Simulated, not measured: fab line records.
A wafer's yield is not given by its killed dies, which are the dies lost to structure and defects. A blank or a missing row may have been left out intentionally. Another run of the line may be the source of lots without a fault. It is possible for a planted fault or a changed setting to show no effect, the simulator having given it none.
fab line records -- flow sky130
[record] lots = 12, wafers = 36, last-day = 50
route steps=708 shown POLY_GATE@228 LDD_HVN@274 POLY_CUT@317 VIA3@579 PAD_OPEN@708
lots untouched by any fault: they come from a run of this same line in which no faults occurred
start-h: hours from the record's first day to the start of the lot's first wafer shown -- wait-h: how many hours have passed since the lot's step before this one -- " repeats the value in the row above -- L1.1+2: one row covering several wafers at once -- - either no value or no given start -- * or withheld: withheld -- < > ~ a bound
route shown NAME@n: a module of which the file shows steps, and the number in the route of the first -- usual: mean/standard deviation of fault-free wafers -- same: alike in all rows -- chamber/n: place in a boat -- sites: each site's reading -- _std_site: standard deviation across them -- _edge_site: inner sites' mean taken away from outer sites' mean -- radius-mm: for every site, how far away it sits from the centre of the wafer -- mask NAME#n: copy n -- behind: the tool/chamber that last shaped the wafer -- hold: cause of the lot's hold/its duration in hours/its outcome -- device: the transistor (n, p or np) that didn't switch -- end of line: the same wafers' tests at the end of the route -- for a step that has no rows: nothing shown but its recipe -- killed: dies lost to structure and defects at the first sort, not the wafer's yield -- map: dies across one wafer; x = killed, . = not, _ = none there
set.NAME: setting as actually run; set.NAME@STEP: the setting as run at that earlier step -- model.NAME: the simulator's own value behind a step, which no gauge read
the route's steps for a sample of lots (tables are steps, rows are wafers)
services: the hour from which a tool's chamber was out of use, counted from the record's first day as start-h (under 0 if before that day), plus the number of hours and why
[[steps]]
[step SKY_POLY_GATE_OVL_MEAS_14]
[usual] POLY_GATE_OVL = 1/4.2
lot.wafer,tool,chamber,start-h,wait-h,POLY_GATE_OVL[nm]
L443.2,overlay-01,-,379.86,0.1,-9
L443.3,overlay-01,-,379.86,0.1,-4
L443.4,overlay-01,-,379.86,0.1,-3
L445.2,overlay-01,-,399.11,0.1,7
L445.3,overlay-01,-,399.11,0.1,2
L445.6,overlay-01,-,399.11,0.1,4
L447.1,overlay-01,-,412.21,0.1,0
L447.2,overlay-01,-,412.21,0.1,1
L447.4,overlay-01,-,412.21,0.1,0
L453.3,overlay-02,-,464.17,0.1,3
L453.4,overlay-02,-,464.17,0.1,-3
L453.5,overlay-02,-,464.17,0.1,1
L452.3,overlay-02,-,465.97,0.1,9
L452.5,overlay-02,-,465.97,0.1,2
L452.6,overlay-02,-,465.97,0.1,2
L454.4,overlay-02,-,474.96,0.1,0
L454.5,overlay-02,-,474.96,0.1,2
L454.6,overlay-02,-,474.96,0.1,-3
L457.1,overlay-01,-,502.30,0.1,1
L457.4,overlay-01,-,502.30,0.1,-7
L457.6,overlay-01,-,502.30,0.1,-6
L458.1,overlay-02,-,516.60,0.1,4
L458.4,overlay-02,-,516.60,0.1,8
L458.6,overlay-02,-,516.60,0.1,7
L460.4,overlay-01,-,523.07,0.1,3
L460.5,overlay-01,-,523.07,0.1,2
L460.6,overlay-01,-,523.07,0.1,-2
L461.1,overlay-01,-,534.34,0.1,3
L461.2,overlay-01,-,534.34,0.1,-3
L461.6,overlay-01,-,534.34,0.1,8
L463.3,overlay-02,-,551.32,0.1,2
L463.4,overlay-02,-,551.32,0.1,6
L463.6,overlay-02,-,551.32,0.1,1
L464.2,overlay-02,-,566.06,0.1,-6
L464.3,overlay-02,-,566.06,0.1,-2
L464.5,overlay-02,-,566.06,0.1,-5
[step SKY_LDD_HVN_OVL_MEAS_07]
[usual] LDD_HVN_OVL = -0.7/1.3
lot.wafer,tool,chamber,start-h,wait-h,LDD_HVN_OVL[nm]
L443.2,overlay-02,-,477.49,0.1,-0.2
L443.3,overlay-02,-,477.49,0.1,-1.4
L443.4,overlay-02,-,477.49,0.1,-0.7
L445.2,overlay-02,-,495.09,0.1,-1.2
L445.3,overlay-02,-,495.09,0.1,-0.9
L445.6,overlay-02,-,495.09,0.1,0.4
L447.1,overlay-01,-,507.14,0.1,-2.0
L447.2,overlay-01,-,507.14,0.1,-3.0
L447.4,overlay-01,-,507.14,0.1,-3.1
L453.3,overlay-01,-,558.95,0.1,0.5
L453.4,overlay-01,-,558.95,0.1,-2.6
L453.5,overlay-01,-,558.95,0.1,-2.4
L452.3,overlay-01,-,562.04,0.1,-1.7
L452.5,overlay-01,-,562.04,0.1,0.1
L452.6,overlay-01,-,562.04,0.1,-1.6
L454.4,overlay-01,-,568.24,0.1,0.4
L454.5,overlay-01,-,568.24,0.1,0.3
L454.6,overlay-01,-,568.24,0.1,-0.3
L457.1,overlay-02,-,595.57,0.1,0.3
L457.4,overlay-02,-,595.57,0.1,-1.6
L457.6,overlay-02,-,595.57,0.1,0.3
L458.1,overlay-01,-,609.09,0.1,-1.4
L458.4,overlay-01,-,609.09,0.1,1.0
L458.6,overlay-01,-,609.09,0.1,1.1
L460.4,overlay-02,-,613.95,0.1,-1.6
L460.5,overlay-02,-,613.95,0.1,-2.4
L460.6,overlay-02,-,613.95,0.1,-0.8
L461.1,overlay-02,-,626.34,0.1,-4.0
L461.2,overlay-02,-,626.34,0.1,-2.9
L461.6,overlay-02,-,626.34,0.1,-2.6
L463.3,overlay-02,-,641.70,0.1,0.9
L463.4,overlay-02,-,641.70,0.1,0.6
L463.6,overlay-02,-,641.70,0.1,0.0
L464.2,overlay-01,-,657.28,0.1,-0.9
L464.3,overlay-01,-,657.28,0.1,0.7
L464.5,overlay-01,-,657.28,0.1,-1.2
[step SKY_POLY_CUT_ETCH_10]
[recipe] chemistry = N2/H2, target = BARC, ion-energy-ev = 200, source-w = 500, bias-w = 100, pressure-mtorr = 30, n2-flow-sccm = 100, h2-flow-sccm = 200, stop-on = SiO2, time-s = 46.91, target-depth-a = 600
[usual] drypump-motor-current-A = 5.6/0.45, oes-product-au = 0.853/0.005, throttle-valve-pct = 13.226/0.0098
lot.wafer,tool,chamber,start-h,wait-h,drypump-motor-current-A,oes-product-au,rf-hours-counter-h,throttle-valve-pct
L443.2,rie-diel-04,2,571.39,0.0,5.3,0.847,78,13.217
L443.3,rie-diel-04,3,571.39,0.0,6.0,0.849,71,13.227
L443.4,rie-diel-04,3,571.39,0.0,6.0,0.862,-,13.232
L445.2,rie-diel-01,1,587.98,0.0,5.7,0.848,1,13.230
L445.3,rie-diel-01,0,587.98,0.0,6.1,0.847,3,13.231
L445.6,rie-diel-01,1,587.98,0.0,5.7,0.855,-,13.239
L447.1,rie-diel-04,0,599.86,0.0,5.3,0.859,0,13.226
L447.2,rie-diel-04,1,599.86,0.0,5.8,0.854,66,13.224
L447.4,rie-diel-04,0,599.86,0.0,5.3,0.859,-,13.227
L453.3,rie-diel-03,2,649.63,0.0,5.4,0.855,7,13.224
L453.4,rie-diel-03,0,649.63,0.0,5.7,0.861,20,13.240
L453.5,rie-diel-03,3,649.63,0.0,6.5,0.863,-,13.237
L452.3,rie-diel-01,3,653.39,0.0,4.9,0.846,6,13.237
L452.5,rie-diel-01,1,653.39,0.0,5.8,0.850,-,13.212
L452.6,rie-diel-01,0,653.39,0.0,6.1,0.849,-,13.232
L454.4,rie-diel-03,2,657.78,0.0,5.4,0.850,7,13.236
L454.5,rie-diel-03,1,657.78,0.0,5.0,0.850,-,13.221
L454.6,rie-diel-03,0,657.78,0.0,5.7,0.855,-,13.228
L457.1,rie-diel-04,0,686.46,0.0,5.3,0.851,3,13.228
L457.4,rie-diel-04,3,686.46,0.0,6.0,0.856,2,13.240
L457.6,rie-diel-04,0,686.46,0.0,5.3,0.850,-,13.216
L458.1,rie-diel-03,2,697.88,0.0,5.4,0.852,8,13.232
L458.4,rie-diel-03,1,697.88,0.0,5.0,0.845,12,13.208
L458.6,rie-diel-03,1,697.88,0.0,5.0,0.854,-,13.210
L460.4,rie-diel-04,0,701.29,0.0,5.3,0.856,3,13.222
L460.5,rie-diel-04,2,701.29,0.0,5.3,0.863,-,13.204
L460.6,rie-diel-04,1,701.29,0.0,5.8,0.856,-,13.230
L461.1,rie-diel-03,3,714.04,0.0,6.5,0.858,13,13.222
L461.2,rie-diel-03,1,714.04,0.0,5.0,0.854,13,13.225
L461.6,rie-diel-03,1,714.04,0.0,5.0,0.856,-,13.208
L463.3,rie-diel-04,1,727.64,0.0,5.7,0.853,2,13.232
L463.4,rie-diel-04,0,727.64,0.0,5.3,0.859,4,13.223
L463.6,rie-diel-04,1,727.64,0.0,5.8,0.853,-,13.224
L464.2,rie-diel-03,2,746.14,0.0,5.4,0.857,9,13.249
L464.3,rie-diel-03,3,746.14,0.0,6.5,0.851,14,13.208
L464.5,rie-diel-03,1,746.14,0.0,5.0,0.849,-,13.211
[step SKY_VIA3_COAT_06]
[recipe] resist = BARC, temp-c = withheld, time-s = withheld, spin-rpm = 3000, resist-thk-nm = 60
[usual] spin-speed-rpm = 3000.4/2.4
lot.wafer,tool,chamber,start-h,wait-h,spin-speed-rpm
L443.2,litho-track-01,0,924.15,0.1,2999.3
L443.3,litho-track-01,0,924.15,0.1,3000.0
L443.4,litho-track-01,0,924.15,0.1,3000.7
L445.2,litho-track-02,0,938.41,0.1,3001.4
L445.3,litho-track-02,0,938.41,0.1,2999.8
L445.6,litho-track-02,0,938.41,0.1,2998.2
L447.1,litho-track-02,0,949.39,0.1,3000.1
L447.2,litho-track-02,0,949.39,0.1,2999.1
L447.4,litho-track-02,0,949.39,0.1,2999.2
L453.3,litho-track-02,0,990.59,0.1,3002.2
L453.4,litho-track-02,0,990.59,0.1,3001.2
L453.5,litho-track-02,0,990.59,0.1,3000.2
L452.3,litho-track-01,0,994.08,0.1,3117.3
L452.5,litho-track-01,0,994.08,0.1,3119.1
L452.6,litho-track-01,0,994.08,0.1,3121.9
L454.4,litho-track-01,0,998.60,0.1,3113.7
L454.5,litho-track-01,0,998.60,0.1,3116.7
L454.6,litho-track-01,0,998.60,0.1,3117.5
L457.1,litho-track-03,0,1021.84,0.1,2996.0
L457.4,litho-track-03,0,1021.84,0.1,3000.1
L457.6,litho-track-03,0,1021.84,0.1,3000.7
L458.1,litho-track-03,0,1030.34,0.1,2999.6
L458.4,litho-track-03,0,1030.34,0.1,3003.8
L458.6,litho-track-03,0,1030.34,0.1,3003.1
L460.4,litho-track-03,0,1035.31,0.1,3002.5
L460.5,litho-track-03,0,1035.31,0.1,3001.6
L460.6,litho-track-03,0,1035.31,0.1,3000.3
L461.1,litho-track-02,0,1042.09,0.1,2997.4
L461.2,litho-track-02,0,1042.09,0.1,2999.2
L461.6,litho-track-02,0,1042.09,0.1,2996.7
L463.3,litho-track-03,0,1057.19,0.1,3004.3
L463.4,litho-track-03,0,1057.19,0.1,3002.4
L463.6,litho-track-03,0,1057.19,0.1,3000.6
L464.2,litho-track-03,0,1070.66,0.1,2997.0
L464.3,litho-track-03,0,1070.66,0.1,3003.3
L464.5,litho-track-03,0,1070.66,0.1,2997.5
[step SKY_PAD_OPEN_PROBE_99]
[usual] defect-limited-yield = 82.6/1.9, killed_at_M0_to_M3 = 43/7.7, killed_at_M4_up = 2.9/1.7, killed-at-contacts = 24/5.5, killed-at-front-end = 15/4, killed-at-other = 0.4/0.66, killed-dies = 86/9.4, killed-open = 47/6.7, killed-short = 38/6.2, sort_bin_3_pad_short = 0.8/0.42, sort_bin_5_function = 10.3/1.5, sort_bin_6_memory = 6.4/1.1, sort-n-pass = 406/9.4, sort-yield-pct = 82.6/1.9
[same] gross-dies = 492, killed-at-back-side = 0, sort_bin_4_leakage[%] = 0, sort_bin_8_speed[%] = 0
lot.wafer,tool,chamber,start-h,wait-h,defect-limited-yield[%],killed_at_M0_to_M3,killed_at_M4_up,killed-at-contacts,killed-at-front-end,killed-at-other,killed-dies,killed-open,killed-short,sort_bin_3_pad_short[%],sort_bin_5_function[%],sort_bin_6_memory[%],sort-n-pass,sort-yield-pct[%]
L445.2,prober-01,-,1094.50,0.1,83.1,47,1,14,21,0,83,50,33,0.4,10.4,6.1,409,83.1
L445.3,prober-01,-,1094.55,0.2,83.5,38,4,24,15,0,81,38,43,0.8,7.5,8.1,411,83.5
L445.6,prober-01,-,1094.70,0.2,83.9,38,5,24,12,0,79,45,34,0.6,10.8,4.7,413,83.9
L454.4,prober-02,-,1144.96,0.2,80.7,43,3,23,25,1,95,53,42,0.4,11.4,7.5,397,80.7
L454.5,prober-02,-,1145.01,0.2,81.5,43,8,22,18,0,91,46,44,0.4,11.4,6.7,401,81.5
L454.6,prober-02,-,1145.06,0.2,79.7,52,2,28,18,0,100,57,43,0.4,12.4,7.5,392,79.7
L460.4,prober-02,-,1172.60,0.2,82.7,40,3,27,14,1,85,41,43,0.6,8.9,7.7,407,82.7
L460.5,prober-02,-,1172.65,0.2,83.7,48,2,23,6,1,80,53,26,0.8,9.3,6.1,412,83.7
L460.6,prober-02,-,1172.70,0.2,81.1,47,1,31,13,1,93,52,41,0.8,11.4,6.7,399,81.1
L461.1,prober-01,-,1177.02,0.1,84.1,37,2,18,21,0,78,37,41,0.2,11.8,3.9,414,84.1
L461.2,prober-01,-,1177.07,0.1,83.5,32,1,33,15,0,81,49,31,0.4,9.6,6.5,411,83.5
L461.6,prober-01,-,1177.27,0.2,83.1,29,2,31,21,0,83,43,40,0,9.8,7.1,409,83.1
L463.3,prober-01,-,1188.56,0.2,80.5,39,4,38,15,0,96,53,43,1.4,10.2,7.9,396,80.5
L463.4,prober-01,-,1188.61,0.2,85.8,38,3,18,10,1,70,33,37,0.8,8.5,4.9,422,85.8
L463.6,prober-01,-,1188.71,0.2,84.6,38,1,24,13,0,76,41,35,0.6,8.9,5.9,416,84.6
L464.2,prober-02,-,1199.41,0.1,83.1,45,2,20,16,0,83,53,30,0.4,11.2,5.3,409,83.1
L464.3,prober-02,-,1199.46,0.2,84.1,37,1,25,15,0,78,45,33,0.8,10.6,4.5,414,84.1
L464.5,prober-02,-,1199.56,0.2,81.3,51,4,31,6,0,92,52,40,0.2,11.4,7.1,400,81.3
// killed by level:class
L445.2 VIA3:geometric-particle:open=9 VIA1:geometric-particle:open=8 METAL2:geometric-particle:short=7 FIELD_ISO:geometric-particle:short=6 FIELD_ISO:geometric-particle:open=6 LI_CONTACT:geometric-particle:open=6 CONTACT:geometric-particle:open=5 METAL1:geometric-particle:open=5
L445.3 CONTACT:geometric-particle:open=9 VIA1:geometric-particle:open=8 LOCAL_INTERCONNECT:geometric-particle:short=7 FIELD_ISO:geometric-particle:open=6 FIELD_ISO:geometric-particle:short=6 VIA3:geometric-particle:open=6 METAL1:geometric-particle:short=5 METAL2:geometric-particle:short=5
L445.6 LI_CONTACT:geometric-particle:open=10 VIA2:geometric-particle:open=8 VIA3:geometric-particle:open=7 CONTACT:geometric-particle:open=6 VIA3:geometric-particle:short=5 VIA1:geometric-particle:open=5 FIELD_ISO:geometric-particle:short=4 CONTACT:geometric-particle:short=4
L454.4 VIA1:geometric-particle:open=13 CONTACT:geometric-particle:open=8 POLY_GATE:geometric-particle:open=7 CONTACT:geometric-particle:short=7 FIELD_ISO:geometric-particle:short=6 VIA2:geometric-particle:open=5 VIA1:geometric-particle:short=5 FIELD_ISO:geometric-particle:open=4
L454.5 VIA1:geometric-particle:open=9 VIA3:geometric-particle:open=8 CONTACT:geometric-particle:open=8 FIELD_ISO:geometric-particle:short=6 POLY_GATE:geometric-particle:short=6 METAL4:geometric-particle:short=6 POLY_GATE:geometric-particle:open=5 LI_CONTACT:geometric-particle:open=5
L454.6 VIA1:geometric-particle:open=15 VIA2:geometric-particle:open=10 LI_CONTACT:geometric-particle:open=9 CONTACT:geometric-particle:open=9 CONTACT:geometric-particle:short=6 VIA3:geometric-particle:open=6 POLY_GATE:geometric-particle:short=5 FIELD_ISO:geometric-particle:short=4
L460.4 CONTACT:geometric-particle:open=9 VIA1:geometric-particle:short=8 VIA1:geometric-particle:open=6 LI_CONTACT:geometric-particle:open=5 LOCAL_INTERCONNECT:geometric-particle:short=5 VIA3:geometric-particle:open=5 VIA2:geometric-particle:open=5 FIELD_ISO:geometric-particle:short=4
L460.5 VIA1:geometric-particle:open=17 CONTACT:geometric-particle:open=12 VIA3:geometric-particle:open=8 FIELD_ISO:geometric-particle:short=5 LI_CONTACT:geometric-particle:open=4 VIA1:geometric-particle:short=4 VIA2:geometric-particle:open=4 LOCAL_INTERCONNECT:geometric-particle:short=3
L460.6 VIA1:geometric-particle:open=13 CONTACT:geometric-particle:open=9 LI_CONTACT:geometric-particle:open=9 VIA1:geometric-particle:short=7 FIELD_ISO:geometric-particle:open=6 LOCAL_INTERCONNECT:geometric-particle:short=6 METAL1:geometric-particle:short=6 VIA3:geometric-particle:open=5
L461.1 FIELD_ISO:geometric-particle:open=6 METAL3:geometric-particle:short=6 VIA1:geometric-particle:open=6 VIA3:geometric-particle:open=6 FIELD_ISO:geometric-particle:short=5 POLY_GATE:geometric-particle:short=5 CONTACT:geometric-particle:short=5 METAL1:geometric-particle:short=5
L461.2 CONTACT:geometric-particle:open=14 LI_CONTACT:geometric-particle:open=9 VIA3:geometric-particle:open=6 VIA1:geometric-particle:open=6 POLY_GATE:geometric-particle:open=5 FIELD_ISO:geometric-particle:short=4 METAL1:geometric-particle:short=4 VIA1:geometric-particle:short=4
L461.6 CONTACT:geometric-particle:open=13 CONTACT:geometric-particle:short=8 POLY_GATE:geometric-particle:short=6 FIELD_ISO:geometric-particle:open=5 POLY_GATE:geometric-particle:open=5 METAL1:geometric-particle:short=5 LOCAL_INTERCONNECT:geometric-particle:short=4 VIA3:geometric-particle:open=4
L463.3 CONTACT:geometric-particle:open=12 LI_CONTACT:geometric-particle:open=10 VIA1:geometric-particle:open=9 FIELD_ISO:geometric-particle:open=6 VIA2:geometric-particle:open=6 CONTACT:geometric-particle:short=6 LI_CONTACT:geometric-particle:short=5 METAL2:geometric-particle:short=5
L463.4 METAL1:geometric-particle:short=6 CONTACT:geometric-particle:short=6 CONTACT:geometric-particle:open=6 VIA2:geometric-particle:open=6 VIA1:geometric-particle:open=5 VIA1:geometric-particle:short=5 VIA3:geometric-particle:open=5 LI_CONTACT:geometric-particle:open=4
L463.6 LI_CONTACT:geometric-particle:open=12 VIA2:geometric-particle:open=7 CONTACT:geometric-particle:open=6 VIA3:geometric-particle:open=6 METAL1:geometric-particle:short=5 VIA1:geometric-particle:open=5 VIA1:geometric-particle:short=5 POLY_GATE:geometric-particle:short=4
L464.2 VIA1:geometric-particle:open=14 VIA3:geometric-particle:open=10 FIELD_ISO:geometric-particle:open=7 LOCAL_INTERCONNECT:geometric-particle:short=6 CONTACT:geometric-particle:open=6 LI_CONTACT:geometric-particle:open=5 VIA2:geometric-particle:open=5 POLY_GATE:geometric-particle:open=4
L464.3 LI_CONTACT:geometric-particle:open=9 VIA1:geometric-particle:open=9 CONTACT:geometric-particle:open=7 VIA1:geometric-particle:short=7 VIA2:geometric-particle:open=6 POLY_GATE:geometric-particle:open=4 VIA3:geometric-particle:short=4 FIELD_ISO:geometric-particle:open=3
L464.5 VIA1:geometric-particle:open=12 CONTACT:geometric-particle:open=10 LI_CONTACT:geometric-particle:open=9 METAL2:geometric-particle:short=7 VIA2:geometric-particle:open=6 VIA1:geometric-particle:short=5 VIA3:geometric-particle:short=5 LOCAL_INTERCONNECT:geometric-particle:short=4
[[services]]
tool,chamber,start-h,hours,kind
rie-diel-01,-,601.03,7.9,repair
rie-diel-04,3,610.07,2.8,repair
rie-diel-01,1,629.23,4.1,repair
rie-diel-04,2,634.58,2.7,repair
rie-diel-04,-,639.05,7.0,repair
rie-diel-01,-,640.25,2.8,pm
rie-diel-03,0,663.81,8.6,repair
rie-diel-01,0,706.44,10.7,repair
rie-diel-03,0,710.45,5.0,repair
rie-diel-04,2,755.38,4.5,repair
rie-diel-04,-,794.53,0.4,repair
rie-diel-03,-,824.50,2.8,pm
rie-diel-03,1,895.51,5.1,repair
rie-diel-03,0,900.06,8.6,repair
rie-diel-04,0,901.71,4.2,repair
rie-diel-03,1,909.86,4.5,repair
rie-diel-03,0,919.37,7.1,repair
rie-diel-04,3,964.89,4.4,repair
rie-diel-04,0,968.39,3.0,repair
rie-diel-03,-,970.05,15.6,pm
rie-diel-04,0,978.14,6.9,repair
rie-diel-03,0,992.14,5.8,repair
rie-diel-04,1,1023.51,8.9,repair
rie-diel-03,3,1061.86,5.4,repair
[[key]]
[first-sign] step = SKY_VIA3_COAT_06, reading = spin-speed-rpm, direction = up, sigmas = 49, usual = 3000.4, struck = 3117.7
effect none on later readings
met-at SKY_VIA3_COAT_06
struck-lots L452,L454
not-acting-at SKY_POLY_GATE_OVL_MEAS_14,SKY_LDD_HVN_OVL_MEAS_07,SKY_POLY_CUT_ETCH_10
onset-between 924.15 994.08
[fault] kind = process-parameter-drift, tool = litho-track-01, chamber = -, onset-h = 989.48, steps = SKY_VIA3_COAT_06, channel = spin-rpm, offset = 119.66, shape = step, end-h = 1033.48, acts-in = these-recipes-only, stated = 3000
